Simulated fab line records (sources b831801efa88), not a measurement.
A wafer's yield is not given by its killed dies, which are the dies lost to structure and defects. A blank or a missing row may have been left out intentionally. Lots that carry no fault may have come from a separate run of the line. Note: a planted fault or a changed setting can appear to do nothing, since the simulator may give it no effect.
fab line records	flow sky130	part 1 of 2: steps 1 to 27 of 35
record lots=5	wafers=15	last_day=50
route steps=708 shown VIA1@473 METAL2@483 VIA2@507
lots untouched by any fault: they come from a run of this same line in which no faults occurred
start_h: start of the lot's first displayed wafer, in hours after the record's first day	wait_h: time in hours since the lot's previous step	" identical to the entry in the row above	L1.1+2: a single row standing in for several wafers	- no value present, or no start provided	* or withheld: withheld	< > ~ a bound
route shown NAME@n: names a module that has steps shown in the file, with the first one's number in the route	usual: the fault-free wafers' mean and standard deviation	same: alike in all rows	chamber/n: place in a boat	sites: the reading at each site	_std_site: how widely they spread, as a standard deviation	_edge_site: inner sites' mean taken away from outer sites' mean	radius_mm: how far each site lies from the wafer's centre	mask NAME#n: copy n	behind: the tool/chamber that last shaped the wafer	hold: reason for holding the lot/hours on hold/outcome of the hold	device: transistor that didn't switch, given as n, p or np	end of line: tests of these same wafers at the route's end	a step given without rows: its recipe and nothing more	killed: dies lost to structure and defects at the first sort, not the wafer's yield	map: shows each die of a wafer: x if killed, . if not, _ if none is there
set.NAME: the setting the step ran with; set.NAME@STEP: the setting that earlier step ran with	model.NAME: the simulator's own value behind a step, which no gauge read
lots at some steps of the route; a table a step, a row a wafer
services: from which hour (start_h, from the record's first day; less than 0 if before it) a tool's chamber was out of use, for how many hours, and why
## steps
# step SKY_VIA1_ETCH_15
# recipe target=SiO2	chemistry=C4F8/O2/Ar	target_depth_nm=351	stop_on=TiN	mask_material=KrF-thick	source_w=1500	bias_w=1200	pressure_mtorr=40	c4f8_flow_sccm=withheld	O2_flow_sccm=6	Ar_flow_sccm=300	time_s=54
# usual oes_product_au=0.980/0.0076	rf_fwd_power_W=1485/6.2
lot.wafer	tool	chamber	start_h	wait_h	oes_product_au	rf_fwd_power_W	rf_hours_counter_h
L077.3	rie_diel-01	0	826.24	0.0	0.977	1484	2
L077.4	"	2	"	"	0.974	1479	-
L077.6	"	0	"	"	0.973	1486	-
L089.3	rie_diel-02	0	906.45	0.0	0.971	1498	11
L089.5	"	0	"	"	0.965	1492	-
L089.6	"	3	"	"	0.973	1485	-
L090.2	rie_diel-02	3	916.79	0.0	0.981	1493	9
L090.4	"	2	"	"	0.982	1488	23
L090.5	"	0	"	"	0.982	1488	-
L091.1	rie_diel-04	1	921.90	0.0	0.989	1485	8
L091.4	"	3	"	"	0.978	1484	18
L091.5	"	0	"	"	0.983	1484	-
L095.2	rie_diel-01	0	940.84	0.0	0.972	1484	6
L095.4	"	1	"	"	0.982	1479	16
L095.6	"	1	"	"	0.985	1482	-
# step SKY_VIA1_STRIP_16
# recipe chemistry=O2/N2	power_w=1400	pressure_mtorr=1500	platen_temp_c=withheld	o2_flow_sccm=3000	n2_flow_sccm=300	overash_fraction=0.5
# usual drypump_motor_current_A=5.80/0.24	oes_product_au=0.416/0.0044	strip_time_to_endpoint_s=4.467/0.023
lot.wafer	tool	chamber	start_h	wait_h	drypump_motor_current_A	oes_product_au	rf_hours_counter_h	strip_time_to_endpoint_s
L077.3	plasma_asher-04	0	826.32	0.1	6.01	0.417	-	4.447
L077.4	"	1	"	"	5.33	0.418	-	4.484
L077.6	"	1	"	"	5.31	0.421	-	4.443
L089.3	plasma_asher-02	0	906.53	0.1	5.78	0.419	-	4.484
L089.5	"	0	"	"	5.76	0.420	-	4.458
L089.6	"	1	"	"	6.08	0.408	-	4.489
L090.2	plasma_asher-02	0	916.84	0.0	5.78	0.414	47	4.454
L090.4	"	0	"	"	5.79	0.415	-	4.478
L090.5	"	1	"	"	6.08	0.427	-	4.442
L091.1	plasma_asher-02	0	921.95	0.0	5.78	0.413	48	4.444
L091.4	"	0	"	"	5.80	0.405	-	4.444
L091.5	"	1	"	"	6.07	0.422	-	4.467
L095.2	plasma_asher-03	0	940.89	0.0	5.81	0.418	85	4.517
L095.4	"	0	"	"	5.82	0.418	-	4.484
L095.6	"	0	"	"	5.83	0.419	-	4.460
# step SKY_VIA1_STRIP_17
# recipe chemistry=post_etch_residue_remover	time_s=1200	temp_c=72.5
# usual bath_heat_duty_pct=13.3/1.3
lot.wafer	tool	chamber	start_h	wait_h	bath_heat_duty_pct
L077.3	wet_bench-04	3	826.39	0.0	14.6
L077.4	"	3	"	"	14.0
L077.6	"	3	"	"	13.4
L089.3	wet_bench-04	1	906.60	0.0	15.4
L089.5	"	1	"	"	15.7
L089.6	"	1	"	"	13.9
L090.2	wet_bench-02	1	916.94	0.1	12.3
L090.4	"	1	"	"	14.3
L090.5	"	1	"	"	11.4
L091.1	wet_bench-04	0	922.05	0.1	11.0
L091.4	"	0	"	"	12.6
L091.5	"	0	"	"	12.9
L095.2	wet_bench-02	1	940.99	0.1	12.0
L095.4	"	1	"	"	11.4
L095.6	"	1	"	"	12.4
# step SKY_VIA1_CLEAN_18
# recipe chemistry=IPA	time_s=180	temp_c=25
# usual bath_heat_duty_pct=6.1/0.74
lot.wafer	tool	chamber	start_h	wait_h	bath_heat_duty_pct
L077.3	wet_bench-02	3	826.76	0.0	7.0
L077.4	"	3	"	"	7.7
L077.6	"	3	"	"	7.5
L089.3	wet_bench-02	1	906.94	0.0	5.5
L089.5	"	1	"	"	5.2
L089.6	"	1	"	"	5.3
L090.2	wet_bench-04	3	917.31	0.0	6.3
L090.4	"	3	"	"	6.0
L090.5	"	3	"	"	5.8
L091.1	wet_bench-03	2	922.42	0.0	5.9
L091.4	"	2	"	"	5.6
L091.5	"	2	"	"	4.9
L095.2	wet_bench-04	0	941.33	0.0	5.2
L095.4	"	0	"	"	5.5
L095.6	"	0	"	"	6.5
# step SKY_VIA1_CLEAN_19
# recipe chemistry=O3/DIW	dry=n2_spin
lot.wafer	tool	chamber	start_h	wait_h
L077.3+4+6	wet_bench-03	3	826.82	0.0
L089.3+5+6	wet_bench-04	2	907.00	0.0
L090.2+4+5	wet_bench-03	2	917.37	0.0
L091.1+4+5	wet_bench-02	0	922.49	0.0
L095.2+4+6	wet_bench-02	1	941.39	0.0
# step SKY_VIA1_SPUTTER_20
# recipe material=TiN	target_thk_nm=20	chamber_pressure_pa=5	power_w=4000	time_s=80
# usual chamber_pressure_pa=4.999/0.01	throttle_valve_pct=30.1/0.91
lot.wafer	tool	chamber	start_h	wait_h	chamber_pressure_pa	throttle_valve_pct
L077.3	pvd_sputter-03	-	827.04	0.0	5.003	31.7
L077.4	"	-	"	"	5.016	30.8
L077.6	"	-	"	"	5.002	31.4
L089.3	pvd_sputter-04	-	907.09	0.0	5.017	29.0
L089.5	"	-	"	"	4.980	30.6
L089.6	"	-	"	"	4.995	31.2
L090.2	pvd_sputter-03	-	917.47	0.0	4.998	31.8
L090.4	"	-	"	"	4.997	30.7
L090.5	"	-	"	"	5.002	31.5
L091.1	pvd_sputter-04	-	922.58	0.0	5.017	29.1
L091.4	"	-	"	"	5.011	31.0
L091.5	"	-	"	"	4.994	30.9
L095.2	pvd_sputter-02	-	941.48	0.0	5.014	29.7
L095.4	"	-	"	"	5.015	28.9
L095.6	"	-	"	"	5.001	28.7
# step SKY_VIA1_CVD_21
# recipe material=W	target_thk_nm=270	time_s=80.902	temp_c=400	pressure_torr=40
# usual heater_power_w=905/70
lot.wafer	tool	chamber	start_h	wait_h	heater_power_w
L077.3	cvd_w-01	1	827.13	0.1	828
L077.4	"	0	"	"	889
L077.6	"	0	"	"	870
L089.3	cvd_w-01	1	907.19	0.1	817
L089.5	"	1	"	"	815
L089.6	"	0	"	"	884
L090.2	cvd_w-01	1	917.53	0.0	797
L090.4	"	1	"	"	822
L090.5	"	0	"	"	869
L091.1	cvd_w-02	0	922.64	0.0	971
L091.4	"	1	"	"	897
L091.5	"	1	"	"	931
L095.2	cvd_w-01	1	941.54	0.0	826
L095.4	"	0	"	"	889
L095.6	"	1	"	"	817
# step SKY_VIA1_RS_MEAS_22
# recipe thk_meas_gauge=four-point-probe	reads=W_of_VIA1_CVD_21+TiN_of_VIA1_SPUTTER_20
# usual VIA1_W_RS=0.427/0.0052
lot.wafer	tool	chamber	start_h	wait_h	VIA1_W_RS[ohm/sq]
L077.3	film_metro-04	-	827.23	0.1	0.422
L077.4	"	-	"	"	0.420
L077.6	"	-	"	"	0.420
L089.3	film_metro-03	-	907.29	0.1	0.425
L089.5	"	-	"	"	0.431
L089.6	"	-	"	"	0.426
L090.2	film_metro-01	-	917.64	0.1	0.426
L090.4	"	-	"	"	0.428
L090.5	"	-	"	"	0.429
L091.1	film_metro-01	-	922.73	0.1	0.430
L091.4	"	-	"	"	0.433
L091.5	"	-	"	"	0.430
L095.2	film_metro-03	-	941.66	0.1	0.425
L095.4	"	-	"	"	0.429
L095.6	"	-	"	"	0.425
# step SKY_VIA1_THK_MEAS_23
# recipe thk_meas_gauge=xrf	reads=W_of_VIA1_CVD_21
# usual VIA1_W_THK=269/3.4
lot.wafer	tool	chamber	start_h	wait_h	VIA1_W_THK[nm]
L077.3	film_metro-04	-	827.33	0.1	273
L077.4	"	-	"	"	275
L077.6	"	-	"	"	275
L089.3	film_metro-03	-	907.39	0.1	270
L089.5	"	-	"	"	265
L089.6	"	-	"	"	268
L090.2	film_metro-01	-	917.75	0.1	273
L090.4	"	-	"	"	271
L090.5	"	-	"	"	271
L091.1	film_metro-01	-	922.85	0.1	271
L091.4	"	-	"	"	269
L091.5	"	-	"	"	270
L095.2	film_metro-03	-	941.77	0.1	270
L095.4	"	-	"	"	267
L095.6	"	-	"	"	269
# step SKY_VIA1_CMP_24
# recipe stop_on=SiO2	t_overpolish_s=15	down_force_psi=3.5	platen_rpm=60	target_thk_nm=0	pad_velocity_m_s=0.94248
# usual motor_current_A=11.0/1.3	overpolish_run_s=15.000/0.0083	time_to_endpoint_s=65/3.5
lot.wafer	tool	chamber	start_h	wait_h	motor_current_A	overpolish_run_s	time_to_endpoint_s
L077.3	cmp-02	3	827.42	0.1	9.2	15.018	59
L077.4	"	0	"	"	13.5	15.007	70
L077.6	"	3	"	"	9.1	15.003	64
L089.3	cmp-01	0	908.04	0.6	10.8	14.983	67
L089.5	"	0	"	"	11.0	15.002	65
L089.6	"	1	"	"	10.4	14.995	66
L090.4	cmp-02	3	917.90	0.1	9.8	15.008	64
L090.2	"	0	"	"	13.1	15.003	71
L090.5	"	2	"	"	11.9	15.010	63
L091.4	cmp-01	3	923.01	0.1	10.7	15.006	65
L091.1	"	0	"	"	11.2	15.006	63
L091.5	"	1	"	"	10.2	15.006	60
L095.4	cmp-02	3	941.87	0.1	8.6	15.010	65
L095.2	"	0	"	"	13.1	14.988	73
L095.6	"	2	"	"	12.2	14.995	67
# step SKY_METAL2_SPUTTER_00
# recipe material=Ti	target_thk_nm=15	power_w=3000	time_s=10	chamber_pressure_pa=0.4
# usual chamber_pressure_pa=0.4001/0.00081	throttle_valve_pct=30.4/0.93
lot.wafer	tool	chamber	start_h	wait_h	chamber_pressure_pa	throttle_valve_pct
L077.3	pvd_sputter-01	-	827.67	0.2	0.3999	30.7
L077.4	"	-	"	"	0.3978	29.8
L077.6	"	-	"	"	0.4010	28.6
L089.3	pvd_sputter-03	-	908.34	0.2	0.4018	30.6
L089.5	"	-	"	"	0.3999	30.7
L089.6	"	-	"	"	0.4018	30.5
L090.2	pvd_sputter-01	-	918.10	0.1	0.4002	30.4
L090.4	"	-	"	"	0.3997	30.0
L090.5	"	-	"	"	0.4001	28.6
L091.1	pvd_sputter-03	-	923.21	0.1	0.3986	31.4
L091.4	"	-	"	"	0.3996	30.9
L091.5	"	-	"	"	0.3985	31.5
L095.2	pvd_sputter-01	-	942.12	0.1	0.3999	29.7
L095.4	"	-	"	"	0.4004	30.5
L095.6	"	-	"	"	0.4002	30.6
# step SKY_METAL2_SPUTTER_01
# recipe material=TiN	target_thk_nm=20	power_w=6500	time_s=16.7	chamber_pressure_pa=0.4
# usual chamber_pressure_pa=0.4000/0.00078	throttle_valve_pct=30.4/0.95
lot.wafer	tool	chamber	start_h	wait_h	chamber_pressure_pa	throttle_valve_pct
L077.3	pvd_sputter-01	-	827.69	0.0	0.3994	30.7
L077.4	"	-	"	"	0.4005	29.7
L077.6	"	-	"	"	0.3987	28.9
L089.3	pvd_sputter-03	-	908.36	0.0	0.3992	30.4
L089.5	"	-	"	"	0.3996	30.8
L089.6	"	-	"	"	0.3998	30.7
L090.2	pvd_sputter-01	-	918.13	0.0	0.4009	30.5
L090.4	"	-	"	"	0.4016	29.8
L090.5	"	-	"	"	0.4002	28.6
L091.1	pvd_sputter-03	-	923.23	0.0	0.4003	31.6
L091.4	"	-	"	"	0.4014	31.0
L091.5	"	-	"	"	0.4001	31.6
L095.2	pvd_sputter-01	-	942.14	0.0	0.4000	29.8
L095.4	"	-	"	"	0.4000	30.3
L095.6	"	-	"	"	0.4015	30.6
# step SKY_METAL2_SPUTTER_02
# recipe material=AlCu	target_thk_nm=250	power_w=10600	time_s=13.3	chamber_pressure_pa=0.4
# usual chamber_pressure_pa=0.3999/0.00081	throttle_valve_pct=30.4/0.93
lot.wafer	tool	chamber	start_h	wait_h	chamber_pressure_pa	throttle_valve_pct
L077.3	pvd_sputter-01	-	827.72	0.0	0.4000	30.8
L077.4	"	-	"	"	0.3996	30.0
L077.6	"	-	"	"	0.3998	28.6
L089.3	pvd_sputter-03	-	908.39	0.0	0.4003	31.0
L089.5	"	-	"	"	0.3998	31.1
L089.6	"	-	"	"	0.3997	30.3
L090.2	pvd_sputter-01	-	918.15	0.0	0.3998	30.6
L090.4	"	-	"	"	0.3958	29.8
L090.5	"	-	"	"	0.4001	28.6
L091.1	pvd_sputter-03	-	923.26	0.0	0.3997	31.8
L091.4	"	-	"	"	0.4004	30.8
L091.5	"	-	"	"	0.3991	31.5
L095.2	pvd_sputter-01	-	942.16	0.0	0.3984	29.3
L095.4	"	-	"	"	0.3994	30.6
L095.6	"	-	"	"	0.4018	30.7
# step SKY_METAL2_SPUTTER_03
# recipe material=Ti	target_thk_nm=5	power_w=3000	time_s=3.3	chamber_pressure_pa=0.4
# usual chamber_pressure_pa=0.4001/0.0008	throttle_valve_pct=30.4/0.95
lot.wafer	tool	chamber	start_h	wait_h	chamber_pressure_pa	throttle_valve_pct
L077.3	pvd_sputter-01	-	827.74	0.0	0.4016	30.6
L077.4	"	-	"	"	0.3996	29.6
L077.6	"	-	"	"	0.4003	28.7
L089.3	pvd_sputter-03	-	908.41	0.0	0.3998	30.5
L089.5	"	-	"	"	0.4007	31.0
L089.6	"	-	"	"	0.4005	30.4
L090.2	pvd_sputter-01	-	918.18	0.0	0.4010	30.4
L090.4	"	-	"	"	0.4019	29.9
L090.5	"	-	"	"	0.3999	28.5
L091.1	pvd_sputter-03	-	923.28	0.0	0.3993	31.4
L091.4	"	-	"	"	0.4008	31.0
L091.5	"	-	"	"	0.4002	31.4
L095.2	pvd_sputter-01	-	942.19	0.0	0.3999	29.5
L095.4	"	-	"	"	0.4008	30.4
L095.6	"	-	"	"	0.4012	30.6
# step SKY_METAL2_SPUTTER_04
# recipe material=TiN	target_thk_nm=70	power_w=6500	time_s=58.3	chamber_pressure_pa=0.4
# usual chamber_pressure_pa=0.4000/0.00075	throttle_valve_pct=30.3/0.93
lot.wafer	tool	chamber	start_h	wait_h	chamber_pressure_pa	throttle_valve_pct
L077.3	pvd_sputter-01	-	827.76	0.0	0.3997	30.8
L077.4	"	-	"	"	0.4013	29.9
L077.6	"	-	"	"	0.4013	28.7
L089.3	pvd_sputter-03	-	908.43	0.0	0.4013	30.6
L089.5	"	-	"	"	0.4002	30.9
L089.6	"	-	"	"	0.3987	30.5
L090.2	pvd_sputter-01	-	918.20	0.0	0.3999	30.5
L090.4	"	-	"	"	0.4011	30.0
L090.5	"	-	"	"	0.4007	28.7
L091.1	pvd_sputter-03	-	923.30	0.0	0.4001	31.4
L091.4	"	-	"	"	0.3986	30.9
L091.5	"	-	"	"	0.3989	31.6
L095.2	pvd_sputter-01	-	942.21	0.0	0.3996	29.7
L095.4	"	-	"	"	0.4004	30.5
L095.6	"	-	"	"	0.4004	30.4
# step SKY_METAL2_RS_MEAS_05
# recipe thk_meas_gauge=four-point-probe	reads=TiN_of_METAL2_SPUTTER_04+Ti_of_METAL2_SPUTTER_03+AlCu_of_METAL2_SPUTTER_02+TiN_of_METAL2_SPUTTER_01+Ti_of_METAL2_SPUTTER_00
# usual METAL2_ALCU_RS=0.1264/0.0016
lot.wafer	tool	chamber	start_h	wait_h	METAL2_ALCU_RS[ohm/sq]
L077.3	film_metro-02	-	827.85	0.1	0.1272
L077.4	"	-	"	"	0.1283
L077.6	"	-	"	"	0.1282
L089.3	film_metro-03	-	908.52	0.1	0.1264
L089.5	"	-	"	"	0.1257
L089.6	"	-	"	"	0.1262
L090.2	film_metro-02	-	918.26	0.0	0.1251
L090.4	"	-	"	"	0.1273
L090.5	"	-	"	"	0.1275
L091.1	film_metro-01	-	923.35	0.0	0.1295
L091.4	"	-	"	"	0.1299
L091.5	"	-	"	"	0.1295
L095.2	film_metro-01	-	942.27	0.0	0.1255
L095.4	"	-	"	"	0.1239
L095.6	"	-	"	"	0.1251
# step SKY_METAL2_THK_MEAS_06
# recipe thk_meas_gauge=xrf	reads=AlCu_of_METAL2_SPUTTER_02
# usual METAL2_ALCU_THK=251/3.5
lot.wafer	tool	chamber	start_h	wait_h	METAL2_ALCU_THK[nm]
L077.3	film_metro-02	-	827.95	0.1	251
L077.4	"	-	"	"	251
L077.6	"	-	"	"	251
L089.3	film_metro-03	-	908.62	0.1	249
L089.5	"	-	"	"	249
L089.6	"	-	"	"	249
L090.2	film_metro-02	-	918.37	0.1	256
L090.4	"	-	"	"	251
L090.5	"	-	"	"	252
L091.1	film_metro-01	-	923.47	0.1	240
L091.4	"	-	"	"	243
L091.5	"	-	"	"	240
L095.2	film_metro-01	-	942.38	0.1	249
L095.4	"	-	"	"	252
L095.6	"	-	"	"	253
# step SKY_METAL2_DEHYDRATE_07
# recipe temp_c=200	time_s=60
lot.wafer	tool	chamber	start_h	wait_h
L077.3+4+6	litho_track-04	0	840.16	12.2
L089.3+5+6	litho_track-02	0	920.25	11.6
L090.2+4+5	litho_track-04	0	930.33	12.0
L091.1+4+5	litho_track-01	0	934.81	11.3
L095.2+4+6	litho_track-04	0	953.74	11.3
# step SKY_METAL2_HMDS_08
# recipe prime_time_s=60	prime_temp_c=120
lot.wafer	tool	chamber	start_h	wait_h
L077.3+4+6	litho_track-04	0	840.31	0.1
L089.3+5+6	litho_track-02	0	920.40	0.1
L090.2+4+5	litho_track-04	0	930.48	0.1
L091.1+4+5	litho_track-01	0	934.96	0.1
L095.2+4+6	litho_track-04	0	953.89	0.1
# step SKY_METAL2_COAT_09
# recipe resist=BARC	temp_c=withheld	time_s=withheld	spin_rpm=3000	resist_thk_nm=60
lot.wafer	tool	chamber	start_h	wait_h
L077.3+4+6	litho_track-04	0	840.46	0.1
L089.3+5+6	litho_track-02	0	920.55	0.1
L090.2+4+5	litho_track-04	0	930.63	0.1
L091.1+4+5	litho_track-01	0	935.11	0.1
L095.2+4+6	litho_track-04	0	954.04	0.1
# step SKY_METAL2_COAT_10
# recipe resist=KrF-thick	spin_rpm=3000	resist_thk_nm=450
lot.wafer	tool	chamber	start_h	wait_h
L077.3+4+6	litho_track-04	0	-	-
L089.3+5+6	litho_track-02	0	-	-
L090.2+4+5	litho_track-04	0	-	-
L091.1+4+5	litho_track-01	0	-	-
L095.2+4+6	litho_track-04	0	-	-
# step SKY_METAL2_SOFTBAKE_11
# recipe temp_c=100	time_s=90	resist=KrF-thick
lot.wafer	tool	chamber	start_h	wait_h
L077.3+4+6	litho_track-04	0	-	-
L089.3+5+6	litho_track-02	0	-	-
L090.2+4+5	litho_track-04	0	-	-
L091.1+4+5	litho_track-01	0	-	-
L095.2+4+6	litho_track-04	0	-	-
# step SKY_METAL2_EXPOSE_12
# recipe mask_id=MM2	na=0.8	source_shape=annular	sigma_inner=0.55	sigma_outer=0.85	target_cd_nm=140	dose_mj=28
lot.wafer	tool	chamber	start_h	wait_h	mask
L077.3+4+6	krf_scanner-01	0	-	-	MM2#0
L089.3+5+6	krf_scanner-01	0	-	-	MM2#0
L090.2+4+5	krf_scanner-01	0	-	-	MM2#0
L091.1+4+5	krf_scanner-02	0	-	-	MM2#0
L095.2+4+6	krf_scanner-01	0	-	-	MM2#0
# step SKY_METAL2_PEB_13
# recipe peb_temp_c=withheld	peb_time_s=withheld	resist=KrF-thick
lot.wafer	tool	chamber	start_h	wait_h
L077.3+4+6	litho_track-02	0	-	-
L089.3+5+6	litho_track-02	0	-	-
L090.2+4+5	litho_track-01	0	-	-
L091.1+4+5	litho_track-02	0	-	-
L095.2+4+6	litho_track-02	0	-	-
# step SKY_METAL2_DEVELOP_14
# recipe develop_time_s=60	resist=KrF-thick	dev_temp_c=21
# usual developer_temp_C=20.98/0.1
# same develop_time_s=60
lot.wafer	tool	chamber	start_h	wait_h	developer_temp_C
L077.3	litho_track-02	0	-	-	20.82
L077.4	"	0	"	"	20.92
L077.6	"	0	"	"	20.94
L089.3	litho_track-02	0	-	-	21.02
L089.5	"	0	"	"	21.11
L089.6	"	0	"	"	20.95
L090.2	litho_track-01	0	-	-	21.13
L090.4	"	0	"	"	21.09
L090.5	"	0	"	"	20.77
L091.1	litho_track-02	0	-	-	20.91
L091.4	"	0	"	"	21.12
L091.5	"	0	"	"	20.85
L095.2	litho_track-02	0	-	-	21.01
L095.4	"	0	"	"	20.96
L095.6	"	0	"	"	21.15
# step SKY_METAL2_CD_MEAS_15
# recipe target_cd_nm=140
# usual cd_nm=139.0/1.4
lot.wafer	tool	chamber	start_h	wait_h	cd_nm
L077.3	cd_sem-02	-	853.29	-	140.6
L077.4	"	-	"	"	140.4
L077.6	"	-	"	"	140.9
L089.3	cd_sem-01	-	933.71	-	138.7
L089.5	"	-	"	"	139.6
L089.6	"	-	"	"	138.9
L090.2	cd_sem-02	-	942.78	-	137.0
L090.4	"	-	"	"	137.8
L090.5	"	-	"	"	136.6
L091.1	cd_sem-01	-	947.95	-	139.0
L091.4	"	-	"	"	138.8
L091.5	"	-	"	"	139.4
L095.2	cd_sem-02	-	966.32	-	138.6
L095.4	"	-	"	"	139.5
L095.6	"	-	"	"	138.6
# step SKY_METAL2_OVL_MEAS_16
# usual METAL2_OVL=-2/5
lot.wafer	tool	chamber	start_h	wait_h	METAL2_OVL[nm]
L077.3	overlay-02	-	853.38	0.1	-6
L077.4	"	-	"	"	-7
L077.6	"	-	"	"	-14
L089.3	overlay-01	-	933.80	0.1	4
L089.5	"	-	"	"	3
L089.6	"	-	"	"	-3
L090.2	overlay-02	-	942.88	0.1	-7
L090.4	"	-	"	"	-16
L090.5	"	-	"	"	-4
L091.1	overlay-01	-	948.07	0.1	-4
L091.4	"	-	"	"	-8
L091.5	"	-	"	"	0
L095.2	overlay-02	-	966.43	0.1	0
L095.4	"	-	"	"	-3
L095.6	"	-	"	"	1
